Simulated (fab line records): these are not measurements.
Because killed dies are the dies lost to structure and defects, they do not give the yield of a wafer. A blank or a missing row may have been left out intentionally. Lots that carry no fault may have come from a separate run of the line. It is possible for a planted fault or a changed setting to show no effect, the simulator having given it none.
fab line records -- flow sky130 -- part 1 of 2: steps 1 to 43 of 44
[record] lots = 6, wafers = 18, last_day = 52
route steps=708 shown VIA2@527 METAL3@532 CAPM@537 PAD_OPEN@708
lots that met no fault: taken from a fault-free run of the same line
start_h: hours from the record's first day to the start of the lot's first wafer shown -- wait_h: hours since the lot's step before -- " same as the row above -- L1.1+2: a single row standing in for several wafers -- - no value present, or no start provided -- * or withheld: withheld -- < > ~ a bound
route shown NAME@n: NAME is a module with steps in the file, n the number in the route of the first one -- usual: the fault-free wafers' mean and standard deviation -- same: alike in all rows -- chamber/n: place in a boat -- sites: the reading at each site -- _std_site: the values' standard deviation -- _edge_site: mean of outer sites minus mean of inner sites -- radius_mm: how far each site lies from the wafer's centre -- mask NAME#n: copy n -- behind: the tool/chamber that last shaped the wafer -- hold: cause of the lot's hold/its duration in hours/its outcome -- device: which transistor (n, p or np) failed to switch -- end of line: tests run on the same wafers once the route is complete -- a step without rows: its recipe alone -- killed: at the first sort, the dies lost to defects and structure; wafer yield is something else -- map: per-die view of a wafer (x killed, . not killed, _ where there is no die)
set.NAME: the run value of the setting; set.NAME@STEP: its run value at that earlier step -- model.NAME: the simulator's own value behind a step, which no gauge read
lots at some steps of the route; a table a step, a row a wafer
services: a tool's chamber out of use, with start hour (start_h, from the record's first day; less than 0 if before it), hours out, and reason
[[steps]]
[step SKY_VIA2_SPUTTER_20]
[recipe] material = TiN, target_thk_nm = 20, chamber_pressure_pa = 5, power_w = 4000, time_s = 80
[step SKY_VIA2_CVD_21]
[recipe] material = W, target_thk_nm = 420, time_s = 126.4, temp_c = 400, pressure_torr = 40
[step SKY_VIA2_RS_MEAS_22]
[recipe] thk_meas_gauge = four-point-probe, reads = W_of_VIA2_CVD_21+TiN_of_VIA2_SPUTTER_20
[usual] VIA2_W_RS = 0.273/0.0047
lot.wafer,tool,chamber,start_h,wait_h,VIA2_W_RS[ohm/sq]
L219.3,film_metro-02,-,950.13,0.1,0.279
L219.4,film_metro-02,-,950.13,0.1,0.271
L219.6,film_metro-02,-,950.13,0.1,0.280
L222.2,film_metro-01,-,979.71,0.1,0.273
L222.5,film_metro-01,-,979.71,0.1,0.276
L222.6,film_metro-01,-,979.71,0.1,0.273
L223.1,film_metro-01,-,980.99,0.1,0.271
L223.5,film_metro-01,-,980.99,0.1,0.276
L223.6,film_metro-01,-,980.99,0.1,0.272
L227.3,film_metro-01,-,1011.53,0.1,0.268
L227.4,film_metro-01,-,1011.53,0.1,0.275
L227.5,film_metro-01,-,1011.53,0.1,0.272
L233.1,film_metro-02,-,1048.95,0.1,0.275
L233.4,film_metro-02,-,1048.95,0.1,0.274
L233.5,film_metro-02,-,1048.95,0.1,0.275
L234.2,film_metro-03,-,1053.51,0.1,0.272
L234.4,film_metro-03,-,1053.51,0.1,0.272
L234.5,film_metro-03,-,1053.51,0.1,0.274
[step SKY_VIA2_THK_MEAS_23]
[recipe] thk_meas_gauge = xrf, reads = W_of_VIA2_CVD_21
[usual] VIA2_W_THK = 422/8.2
lot.wafer,tool,chamber,start_h,wait_h,VIA2_W_THK[nm]
L219.3,film_metro-02,-,950.23,0.1,416
L219.4,film_metro-02,-,950.23,0.1,427
L219.6,film_metro-02,-,950.23,0.1,413
L222.2,film_metro-01,-,979.82,0.1,421
L222.5,film_metro-01,-,979.82,0.1,412
L222.6,film_metro-01,-,979.82,0.1,421
L223.1,film_metro-01,-,981.11,0.1,423
L223.5,film_metro-01,-,981.11,0.1,415
L223.6,film_metro-01,-,981.11,0.1,422
L227.3,film_metro-01,-,1011.63,0.1,428
L227.4,film_metro-01,-,1011.63,0.1,424
L227.5,film_metro-01,-,1011.63,0.1,424
L233.1,film_metro-02,-,1049.07,0.1,422
L233.4,film_metro-02,-,1049.07,0.1,428
L233.5,film_metro-02,-,1049.07,0.1,425
L234.2,film_metro-03,-,1053.62,0.1,427
L234.4,film_metro-03,-,1053.62,0.1,425
L234.5,film_metro-03,-,1053.62,0.1,425
[step SKY_VIA2_CMP_24]
[recipe] stop_on = SiO2, t_overpolish_s = 20, down_force_psi = 3.5, platen_rpm = 60, target_thk_nm = 0, pad_velocity_m_s = 0.94248
[step SKY_METAL3_SPUTTER_00]
[recipe] material = Ti, target_thk_nm = 15, power_w = 3000, time_s = 10, chamber_pressure_pa = 0.4
[step SKY_METAL3_SPUTTER_01]
[recipe] material = TiN, target_thk_nm = 20, power_w = 6500, time_s = 16.7, chamber_pressure_pa = 0.4
[step SKY_METAL3_SPUTTER_02]
[recipe] material = AlCu, target_thk_nm = 735, power_w = 10600, time_s = 39.1, chamber_pressure_pa = 0.4
[usual] throttle_valve_pct = 30.0/0.89
lot.wafer,tool,chamber,start_h,wait_h,throttle_valve_pct
L219.3,pvd_sputter-03,-,950.62,0.0,29.9
L219.4,pvd_sputter-03,-,950.62,0.0,31.0
L219.6,pvd_sputter-03,-,950.62,0.0,30.0
L222.2,pvd_sputter-04,-,980.22,0.0,30.6
L222.5,pvd_sputter-04,-,980.22,0.0,31.1
L222.6,pvd_sputter-04,-,980.22,0.0,30.5
L223.1,pvd_sputter-01,-,981.52,0.0,29.2
L223.5,pvd_sputter-01,-,981.52,0.0,29.9
L223.6,pvd_sputter-01,-,981.52,0.0,29.9
L227.3,pvd_sputter-03,-,1012.02,0.0,30.8
L227.4,pvd_sputter-03,-,1012.02,0.0,30.4
L227.5,pvd_sputter-03,-,1012.02,0.0,30.6
L233.1,pvd_sputter-03,-,1049.47,0.0,27.7
L233.4,pvd_sputter-03,-,1049.47,0.0,30.7
L233.5,pvd_sputter-03,-,1049.47,0.0,31.2
L234.2,pvd_sputter-03,-,1054.02,0.0,30.0
L234.4,pvd_sputter-03,-,1054.02,0.0,28.0
L234.5,pvd_sputter-03,-,1054.02,0.0,30.8
[step SKY_METAL3_SPUTTER_03]
[recipe] material = Ti, target_thk_nm = 5, power_w = 3000, time_s = 3.3, chamber_pressure_pa = 0.4
[usual] throttle_valve_pct = 30.0/0.89
lot.wafer,tool,chamber,start_h,wait_h,throttle_valve_pct
L219.3,pvd_sputter-03,-,950.65,0.0,30.2
L219.4,pvd_sputter-03,-,950.65,0.0,30.9
L219.6,pvd_sputter-03,-,950.65,0.0,29.8
L222.2,pvd_sputter-04,-,980.25,0.0,30.3
L222.5,pvd_sputter-04,-,980.25,0.0,31.1
L222.6,pvd_sputter-04,-,980.25,0.0,30.7
L223.1,pvd_sputter-01,-,981.55,0.0,29.7
L223.5,pvd_sputter-01,-,981.55,0.0,30.1
L223.6,pvd_sputter-01,-,981.55,0.0,30.1
L227.3,pvd_sputter-03,-,1012.05,0.0,30.5
L227.4,pvd_sputter-03,-,1012.05,0.0,30.9
L227.5,pvd_sputter-03,-,1012.05,0.0,30.5
L233.1,pvd_sputter-03,-,1049.51,0.0,27.6
L233.4,pvd_sputter-03,-,1049.51,0.0,30.6
L233.5,pvd_sputter-03,-,1049.51,0.0,30.8
L234.2,pvd_sputter-03,-,1054.06,0.0,30.1
L234.4,pvd_sputter-03,-,1054.06,0.0,27.8
L234.5,pvd_sputter-03,-,1054.06,0.0,30.8
[step SKY_METAL3_SPUTTER_04]
[recipe] material = TiN, target_thk_nm = 70, power_w = 6500, time_s = 58.3, chamber_pressure_pa = 0.4
[usual] throttle_valve_pct = 30.0/0.89
lot.wafer,tool,chamber,start_h,wait_h,throttle_valve_pct
L219.3,pvd_sputter-03,-,950.67,0.0,30.2
L219.4,pvd_sputter-03,-,950.67,0.0,30.6
L219.6,pvd_sputter-03,-,950.67,0.0,30.2
L222.2,pvd_sputter-04,-,980.27,0.0,30.5
L222.5,pvd_sputter-04,-,980.27,0.0,31.4
L222.6,pvd_sputter-04,-,980.27,0.0,30.7
L223.1,pvd_sputter-01,-,981.57,0.0,29.5
L223.5,pvd_sputter-01,-,981.57,0.0,29.7
L223.6,pvd_sputter-01,-,981.57,0.0,30.1
L227.3,pvd_sputter-03,-,1012.07,0.0,30.7
L227.4,pvd_sputter-03,-,1012.07,0.0,30.7
L227.5,pvd_sputter-03,-,1012.07,0.0,30.9
L233.1,pvd_sputter-03,-,1049.53,0.0,27.8
L233.4,pvd_sputter-03,-,1049.53,0.0,30.9
L233.5,pvd_sputter-03,-,1049.53,0.0,30.5
L234.2,pvd_sputter-03,-,1054.08,0.0,30.0
L234.4,pvd_sputter-03,-,1054.08,0.0,27.7
L234.5,pvd_sputter-03,-,1054.08,0.0,30.8
[step SKY_CAPM_CVD_00]
[recipe] material = SiO2, target_thk_nm = 15.5, temp_c = 400, time_s = withheld, rf_w = 450
[usual] heater_power_outer_w = 400/50, heater_power_w = 688/100, susceptor_temp_C = 399.98/0.25
lot.wafer,tool,chamber,start_h,wait_h,heater_power_outer_w,heater_power_w,susceptor_temp_C
L219.3,pecvd-02,0,950.72,0.0,271,465,399.65
L219.4,pecvd-02,2,950.72,0.0,427,759,400.00
L219.6,pecvd-02,0,950.72,0.0,274,462,399.90
L222.2,pecvd-03,1,980.32,0.0,340,545,399.83
L222.5,pecvd-03,1,980.32,0.0,344,557,400.32
L222.6,pecvd-03,2,980.32,0.0,355,683,400.25
L223.1,pecvd-02,2,981.62,0.0,401,706,399.89
L223.5,pecvd-02,2,981.62,0.0,400,726,399.74
L223.6,pecvd-02,0,981.62,0.0,301,503,399.85
L227.3,pecvd-01,0,1012.13,0.0,504,842,400.35
L227.4,pecvd-01,2,1012.13,0.0,355,585,399.55
L227.5,pecvd-01,2,1012.13,0.0,350,589,399.96
L233.1,pecvd-01,2,1049.58,0.0,398,675,399.94
L233.4,pecvd-01,1,1049.58,0.0,454,842,400.05
L233.5,pecvd-01,0,1049.58,0.0,444,741,399.80
L234.2,pecvd-02,1,1054.13,0.0,458,799,400.21
L234.4,pecvd-02,2,1054.13,0.0,425,742,399.43
L234.5,pecvd-02,1,1054.13,0.0,447,778,400.36
[step SKY_CAPM_THK_MEAS_01]
[recipe] reads = SiO2_of_CAPM_CVD_00
[usual] CAPM_CVD_00_THK = 15.47/0.23
lot.wafer,tool,chamber,start_h,wait_h,CAPM_CVD_00_THK[nm]
L219.3,film_metro-01,-,950.76,-,15.82
L219.4,film_metro-01,-,950.76,-,15.82
L219.6,film_metro-01,-,950.76,-,15.96
L222.2,film_metro-04,-,980.36,-,15.36
L222.5,film_metro-04,-,980.36,-,15.60
L222.6,film_metro-04,-,980.36,-,15.61
L223.1,film_metro-01,-,981.64,-,15.51
L223.5,film_metro-01,-,981.64,-,15.68
L223.6,film_metro-01,-,981.64,-,15.27
L227.3,film_metro-01,-,1012.17,-,15.31
L227.4,film_metro-01,-,1012.17,-,15.42
L227.5,film_metro-01,-,1012.17,-,15.47
L233.1,film_metro-01,-,1049.60,-,15.13
L233.4,film_metro-01,-,1049.60,-,15.21
L233.5,film_metro-01,-,1049.60,-,15.22
L234.2,film_metro-04,-,1054.16,-,15.15
L234.4,film_metro-04,-,1054.16,-,15.57
L234.5,film_metro-04,-,1054.16,-,15.47
[step SKY_CAPM_SPUTTER_02]
[recipe] material = TiN, target_thk_nm = 200, temp_c = 300, power_w = 6323, time_s = 166.7, chamber_pressure_pa = 0.4
[usual] susceptor_temp_C = 299.94/0.22, throttle_valve_pct = 30.4/0.98
lot.wafer,tool,chamber,start_h,wait_h,susceptor_temp_C,throttle_valve_pct,model.TiN_of_CAPM_SPUTTER_02.thk_nm
L219.3,pvd_sputter-01,-,950.80,0.0,299.99,30.6,193
L219.4,pvd_sputter-01,-,950.80,0.0,300.12,30.0,194.4
L219.6,pvd_sputter-01,-,950.80,0.0,300.09,30.1,193.9
L222.2,pvd_sputter-02,-,980.41,0.0,300.08,29.5,213.6
L222.5,pvd_sputter-02,-,980.41,0.0,299.61,32.2,192.3
L222.6,pvd_sputter-02,-,980.41,0.0,300.15,31.0,194.3
L223.1,pvd_sputter-02,-,981.70,0.1,299.87,30.9,197.2
L223.5,pvd_sputter-02,-,981.70,0.1,299.94,29.5,214.9
L223.6,pvd_sputter-02,-,981.70,0.1,299.84,31.0,195.3
L227.3,pvd_sputter-03,-,1012.21,0.0,299.85,27.8,194
L227.4,pvd_sputter-03,-,1012.21,0.0,299.87,30.8,196.5
L227.5,pvd_sputter-03,-,1012.21,0.0,300.13,30.0,198.4
L233.1,pvd_sputter-02,-,1049.66,0.1,299.69,29.5,192.1
L233.4,pvd_sputter-02,-,1049.66,0.1,300.18,30.8,194.5
L233.5,pvd_sputter-02,-,1049.66,0.1,299.87,30.6,194.6
L234.2,pvd_sputter-02,-,1054.21,0.0,299.68,31.0,195.9
L234.4,pvd_sputter-02,-,1054.21,0.0,299.55,32.2,197
L234.5,pvd_sputter-02,-,1054.21,0.0,300.02,30.9,195.2
[step SKY_CAPM_RS_MEAS_03]
[recipe] thk_meas_gauge = four-point-probe, reads = TiN_of_CAPM_SPUTTER_02
[usual] CAPM_TIN_RS = 7.08/0.091
lot.wafer,tool,chamber,start_h,wait_h,CAPM_TIN_RS[ohm/sq]
L219.3,film_metro-01,-,950.95,0.1,7.16
L219.4,film_metro-01,-,950.95,0.1,7.13
L219.6,film_metro-01,-,950.95,0.1,7.12
L222.2,film_metro-01,-,980.54,0.1,6.46
L222.5,film_metro-01,-,980.54,0.1,7.19
L222.6,film_metro-01,-,980.54,0.1,7.12
L223.1,film_metro-03,-,981.81,0.1,6.99
L223.5,film_metro-03,-,981.81,0.1,6.42
L223.6,film_metro-03,-,981.81,0.1,7.09
L227.3,film_metro-03,-,1012.36,0.1,7.13
L227.4,film_metro-03,-,1012.36,0.1,7.03
L227.5,film_metro-03,-,1012.36,0.1,6.95
L233.1,film_metro-03,-,1049.77,0.1,7.20
L233.4,film_metro-03,-,1049.77,0.1,7.11
L233.5,film_metro-03,-,1049.77,0.1,7.11
L234.2,film_metro-01,-,1054.34,0.1,7.06
L234.4,film_metro-01,-,1054.34,0.1,7.02
L234.5,film_metro-01,-,1054.34,0.1,7.09
[step SKY_CAPM_THK_MEAS_04]
[recipe] thk_meas_gauge = xrf, reads = TiN_of_CAPM_SPUTTER_02
[usual] CAPM_TIN_THK = 193.6/2.6
lot.wafer,tool,chamber,start_h,wait_h,CAPM_TIN_THK[nm]
L219.3,film_metro-01,-,951.05,0.1,191.2
L219.4,film_metro-01,-,951.05,0.1,192.8
L219.6,film_metro-01,-,951.05,0.1,191.4
L222.2,film_metro-01,-,980.65,0.1,210.7
L222.5,film_metro-01,-,980.65,0.1,189.7
L222.6,film_metro-01,-,980.65,0.1,192.4
L223.1,film_metro-03,-,981.93,0.1,195.8
L223.5,film_metro-03,-,981.93,0.1,212.8
L223.6,film_metro-03,-,981.93,0.1,194.4
L227.3,film_metro-03,-,1012.46,0.1,191.8
L227.4,film_metro-03,-,1012.46,0.1,194.3
L227.5,film_metro-03,-,1012.46,0.1,195.8
L233.1,film_metro-03,-,1049.89,0.1,191.2
L233.4,film_metro-03,-,1049.89,0.1,193.8
L233.5,film_metro-03,-,1049.89,0.1,193.8
L234.2,film_metro-01,-,1054.45,0.1,193.8
L234.4,film_metro-01,-,1054.45,0.1,195.0
L234.5,film_metro-01,-,1054.45,0.1,193.2
[step SKY_CAPM_DEHYDRATE_05]
[recipe] temp_c = 200, time_s = 60
[step SKY_CAPM_HMDS_06]
[recipe] prime_time_s = 60, prime_temp_c = 120
[step SKY_CAPM_COAT_07]
[recipe] resist = NOVOLAK, spin_rpm = 3000, resist_thk_nm = 1140
[step SKY_CAPM_SOFTBAKE_08]
[recipe] temp_c = 90, time_s = 60, resist = NOVOLAK
[step SKY_CAPM_EXPOSE_09]
[recipe] mask_id = CAPM, na = 0.6, source_shape = conventional, sigma_outer = 0.6, polarization = unpolarized, target_cd_nm = 1000, dose_mj = 159
[step SKY_CAPM_PEB_10]
[recipe] temp_c = withheld, time_s = *, resist = NOVOLAK
[step SKY_CAPM_DEVELOP_11]
[recipe] resist = NOVOLAK, developer = TMAH, develop_time_s = 60, dev_temp_c = 23
[step SKY_CAPM_OVL_MEAS_12]
[usual] CAPM_OVL = 0.8/1.4
lot.wafer,tool,chamber,start_h,wait_h,CAPM_OVL[nm]
L219.3,overlay-01,-,976.76,0.1,1.5
L219.4,overlay-01,-,976.76,0.1,2.9
L219.6,overlay-01,-,976.76,0.1,0.4
L222.2,overlay-02,-,1004.76,0.1,0.1
L222.5,overlay-02,-,1004.76,0.1,2.5
L222.6,overlay-02,-,1004.76,0.1,-0.1
L223.1,overlay-02,-,1005.49,0.1,-0.6
L223.5,overlay-02,-,1005.49,0.1,1.0
L223.6,overlay-02,-,1005.49,0.1,1.2
L227.3,overlay-01,-,1035.91,0.1,2.4
L227.4,overlay-01,-,1035.91,0.1,0.8
L227.5,overlay-01,-,1035.91,0.1,-0.4
L233.1,overlay-01,-,1072.59,0.1,2.9
L233.4,overlay-01,-,1072.59,0.1,0.1
L233.5,overlay-01,-,1072.59,0.1,1.6
L234.2,overlay-01,-,1076.85,0.1,1.6
L234.4,overlay-01,-,1076.85,0.1,0.8
L234.5,overlay-01,-,1076.85,0.1,2.8
[step SKY_CAPM_METAL_ETCH_13]
[recipe] target_depth_nm = 220, stop_on = SiO2, chemistry = Cl2/BCl3, target = TiN, pressure_mtorr = 10, icp_w = 900, bias_w = 48.5, Cl2_flow_sccm = 60, bcl3_flow_sccm = 30, time_s = 62.9
[usual] drypump_motor_current_A = 6.03/0.26, oes_product_au = 0.928/0.0082, throttle_valve_pct = 21.910/0.01
lot.wafer,tool,chamber,start_h,wait_h,drypump_motor_current_A,oes_product_au,rf_hours_counter_h,throttle_valve_pct
L219.3,rie_metal-02,1,976.80,0.0,6.11,0.922,-,21.933
L219.4,rie_metal-02,0,976.80,0.0,5.83,0.919,-,21.912
L219.6,rie_metal-02,0,976.80,0.0,5.84,0.927,-,21.907
L222.2,rie_metal-02,1,1004.79,0.0,6.09,0.982,12,21.866
L222.5,rie_metal-02,0,1004.79,0.0,5.83,0.926,-,21.916
L222.6,rie_metal-02,1,1004.79,0.0,6.09,0.924,-,21.902
L223.1,rie_metal-02,0,1005.53,0.0,5.85,0.933,9,21.915
L223.5,rie_metal-02,0,1005.53,0.0,5.83,0.983,-,21.863
L223.6,rie_metal-02,1,1005.53,0.0,6.08,0.928,-,21.905
L227.3,rie_metal-02,1,1035.96,0.0,6.08,0.929,-,21.926
L227.4,rie_metal-02,0,1035.96,0.0,5.83,0.935,-,21.893
L227.5,rie_metal-02,1,1035.96,0.0,6.11,0.936,-,21.913
L233.1,rie_metal-02,0,1072.63,0.0,5.81,0.918,13,21.918
L233.4,rie_metal-02,0,1072.63,0.0,5.80,0.924,-,21.889
L233.5,rie_metal-02,1,1072.63,0.0,6.11,0.932,-,21.906
L234.2,rie_metal-02,1,1076.88,0.0,6.08,0.923,16,21.909
L234.4,rie_metal-02,1,1076.88,0.0,6.09,0.934,-,21.902
L234.5,rie_metal-02,1,1076.88,0.0,6.11,0.927,-,21.909
[step SKY_CAPM_STRIP_14]
[recipe] chemistry = O2/N2, power_w = 1400, pressure_mtorr = 1500, platen_temp_c = withheld, o2_flow_sccm = 3000, n2_flow_sccm = 300, overash_fraction = 0.5
[step SKY_CAPM_STRIP_15]
[recipe] chemistry = post_etch_residue_remover, time_s = 1200, temp_c = 72.5
[step SKY_CAPM_CLEAN_16]
[recipe] chemistry = IPA, time_s = 180, temp_c = 25
[step SKY_CAPM_CLEAN_17]
[recipe] chemistry = O3/DIW, dry = n2_spin
[step SKY_METAL3_DEHYDRATE_05]
[recipe] temp_c = 200, time_s = 60
[step SKY_METAL3_HMDS_06]
[recipe] prime_time_s = 60, prime_temp_c = 120
[step SKY_METAL3_COAT_07]
[recipe] resist = BARC, temp_c = withheld, time_s = withheld, spin_rpm = 3000, resist_thk_nm = 60
[step SKY_METAL3_COAT_08]
[recipe] resist = KrF-thick, spin_rpm = 3000, resist_thk_nm = 1140
[step SKY_METAL3_SOFTBAKE_09]
[recipe] temp_c = 100, time_s = 90, resist = KrF-thick
[step SKY_METAL3_EXPOSE_10]
[recipe] mask_id = MM3, na = 0.68, source_shape = annular, sigma_inner = 0.4, sigma_outer = 0.8, target_cd_nm = 300, dose_mj = 28
[step SKY_METAL3_PEB_11]
[recipe] peb_temp_c = withheld, peb_time_s = withheld, resist = KrF-thick
[step SKY_METAL3_DEVELOP_12]
[recipe] develop_time_s = 60, resist = KrF-thick, dev_temp_c = 21
[step SKY_METAL3_CD_MEAS_13]
[recipe] target_cd_nm = 300
[usual] cd_nm = 299.7/1.4
lot.wafer,tool,chamber,start_h,wait_h,cd_nm
L219.3,cd_sem-02,-,1002.09,-,298.3
L219.4,cd_sem-02,-,1002.09,-,298.6
L219.6,cd_sem-02,-,1002.09,-,297.5
L222.2,cd_sem-01,-,1029.31,-,299.2
L222.5,cd_sem-01,-,1029.31,-,298.7
L222.6,cd_sem-01,-,1029.31,-,298.2
L223.1,cd_sem-02,-,1029.94,-,300.6
L223.5,cd_sem-02,-,1029.94,-,299.8
L223.6,cd_sem-02,-,1029.94,-,301.5
L227.3,cd_sem-02,-,1059.73,-,298.4
L227.4,cd_sem-02,-,1059.73,-,299.9
L227.5,cd_sem-02,-,1059.73,-,300.4
L233.1,cd_sem-02,-,1095.20,-,298.4
L233.4,cd_sem-02,-,1095.20,-,299.9
L233.5,cd_sem-02,-,1095.20,-,301.2
L234.2,cd_sem-02,-,1099.01,-,298.4
L234.4,cd_sem-02,-,1099.01,-,299.6
L234.5,cd_sem-02,-,1099.01,-,300.1
[step SKY_METAL3_OVL_MEAS_14]
[usual] METAL3_OVL = -1/6.1
lot.wafer,tool,chamber,start_h,wait_h,METAL3_OVL[nm]
L219.3,overlay-01,-,1002.18,0.1,3
L219.4,overlay-01,-,1002.18,0.1,-4
L219.6,overlay-01,-,1002.18,0.1,-3
L222.2,overlay-02,-,1029.42,0.1,13
L222.5,overlay-02,-,1029.42,0.1,7
L222.6,overlay-02,-,1029.42,0.1,11
L223.1,overlay-01,-,1030.06,0.1,-8
L223.5,overlay-01,-,1030.06,0.1,-2
L223.6,overlay-01,-,1030.06,0.1,-6
L227.3,overlay-02,-,1059.83,0.1,-3
L227.4,overlay-02,-,1059.83,0.1,-6
L227.5,overlay-02,-,1059.83,0.1,-1
L233.1,overlay-01,-,1095.32,0.1,-4
L233.4,overlay-01,-,1095.32,0.1,-3
L233.5,overlay-01,-,1095.32,0.1,-2
L234.2,overlay-02,-,1099.12,0.1,-11
L234.4,overlay-02,-,1099.12,0.1,-5
L234.5,overlay-02,-,1099.12,0.1,-3
[step SKY_METAL3_DESCUM_15]
[recipe] chemistry = O2, source_power_w = 150, bias_power_w = 0, pressure_mtorr = 10, temp_c = 40, time_s = 8
[usual] drypump_motor_current_A = 5.8/0.34, oes_product_au = 1.002/0.0093
lot.wafer,tool,chamber,start_h,wait_h,drypump_motor_current_A,oes_product_au,rf_hours_counter_h
L219.3,rie_metal-02,1,1002.22,0.0,6.1,1.014,-
L219.4,rie_metal-02,0,1002.22,0.0,5.8,1.001,-
L219.6,rie_metal-02,1,1002.22,0.0,6.1,1.019,-
L222.2,rie_metal-01,1,1029.45,0.0,6.0,1.000,18
L222.5,rie_metal-01,0,1029.45,0.0,5.2,1.009,-
L222.6,rie_metal-01,1,1029.45,0.0,6.1,0.998,-
L223.1,rie_metal-02,0,1030.10,0.0,5.8,1.004,11
L223.5,rie_metal-02,1,1030.10,0.0,6.1,1.011,-
L223.6,rie_metal-02,0,1030.10,0.0,5.8,1.006,-
L227.3,rie_metal-04,1,1059.86,0.0,5.7,1.006,-
L227.4,rie_metal-04,0,1059.86,0.0,6.2,0.999,-
L227.5,rie_metal-04,0,1059.86,0.0,6.2,0.989,-
L233.1,rie_metal-04,1,1095.36,0.0,5.7,1.003,24
L233.4,rie_metal-04,0,1095.36,0.0,6.2,0.987,-
L233.5,rie_metal-04,1,1095.36,0.0,5.7,1.005,-
L234.2,rie_metal-04,0,1099.15,0.0,6.2,0.998,18
L234.4,rie_metal-04,1,1099.15,0.0,5.7,1.006,-
L234.5,rie_metal-04,1,1099.15,0.0,5.7,1.009,-
[step SKY_METAL3_ETCH_16]
[recipe] chemistry = N2/H2, target = BARC, ion_energy_ev = 200, bias_w = 100, pressure_mtorr = 30, n2_flow_sccm = 100, h2_flow_sccm = 200, icp_w = 500, stop_on = SiO2, time_s = 88.2, target_depth_a = 600
[step SKY_METAL3_ETCH_17]
[recipe] target = SiO2, stop_on = TiN, chemistry = C4F8/O2/Ar, source_w = 1500, bias_w = 1200, pressure_mtorr = 40, c4f8_flow_sccm = withheld, O2_flow_sccm = 6, Ar_flow_sccm = 300, time_s = 3.9, target_depth_a = 150
[step SKY_METAL3_METAL_ETCH_18]
[recipe] target_depth_a = 8450, stop_on = SiO2, over_etch_frac = 0.3, time_s = 183.1, chemistry = Cl2/BCl3, resist_sidewall_deg = 88, pressure_mtorr = 10, icp_w = 900, bias_w = 48.5, Cl2_flow_sccm = 60, bcl3_flow_sccm = 30
[step SKY_METAL3_STRIP_20]
[recipe] chemistry = post_etch_residue_remover, time_s = 1200, temp_c = 72.5
lot.wafer,tool,chamber,start_h,wait_h,model.TiN_of_CAPM_SPUTTER_02.thk_nm
L219.3,wet_bench-03,0,1002.63,0.0,192.2
L219.4,wet_bench-03,0,1002.63,0.0,193.6
L219.6,wet_bench-03,0,1002.63,0.0,193
L222.2,wet_bench-02,2,1029.90,0.1,212.7
L222.5,wet_bench-02,2,1029.90,0.1,191.4
L222.6,wet_bench-02,2,1029.90,0.1,193.4
L223.1,wet_bench-03,0,1030.53,0.1,196.3
L223.5,wet_bench-03,0,1030.53,0.1,214.1
L223.6,wet_bench-03,0,1030.53,0.1,194.4
L227.3,wet_bench-03,1,1060.28,0.0,193.2
L227.4,wet_bench-03,1,1060.28,0.0,195.6
L227.5,wet_bench-03,1,1060.28,0.0,197.5
L233.1,wet_bench-03,0,1095.78,0.1,191.3
L233.4,wet_bench-03,0,1095.78,0.1,193.6
L233.5,wet_bench-03,0,1095.78,0.1,193.7
L234.2,wet_bench-02,3,1099.58,0.1,195
L234.4,wet_bench-02,3,1099.58,0.1,196.2
L234.5,wet_bench-02,3,1099.58,0.1,194.3
[[key]]
[first_sign] step = SKY_CAPM_RS_MEAS_03, reading = CAPM_TIN_RS, direction = down, sigmas = 7, usual = 7.08, struck = 6.44
[effect] step = SKY_CAPM_THK_MEAS_04, reading = CAPM_TIN_THK, direction = up, sigmas = 7, usual = 193.6, struck = 211.8
[effect] step = SKY_CAPM_METAL_ETCH_13, reading = oes_product_au, direction = up, sigmas = 6.7, usual = 0.928, struck = 0.983
[model_effect] step = SKY_CAPM_SPUTTER_02, value = TiN_of_CAPM_SPUTTER_02.thk_nm, without = 191.2, struck = 214.3
[model_effect] step = SKY_METAL3_STRIP_20, value = TiN_of_CAPM_SPUTTER_02.thk_nm, without = 190.3, struck = 213.4
[model_effect] step = SKY_PAD_OPEN_PROBE_99, value = etest.cap_mim.plate_ohm_sq, without = 6.251, struck = 5.577
met_at SKY_CAPM_SPUTTER_02
struck_wafers L222.2,L223.5
[fault] kind = process_parameter_drift, tool = pvd_sputter-02, chamber = -, onset_h = 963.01, steps = SKY_CAPM_SPUTTER_02, channel = time_s, offset = *, shape = step, end_h = 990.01, acts_in = *, stated = *, scope = struck_wafers_only
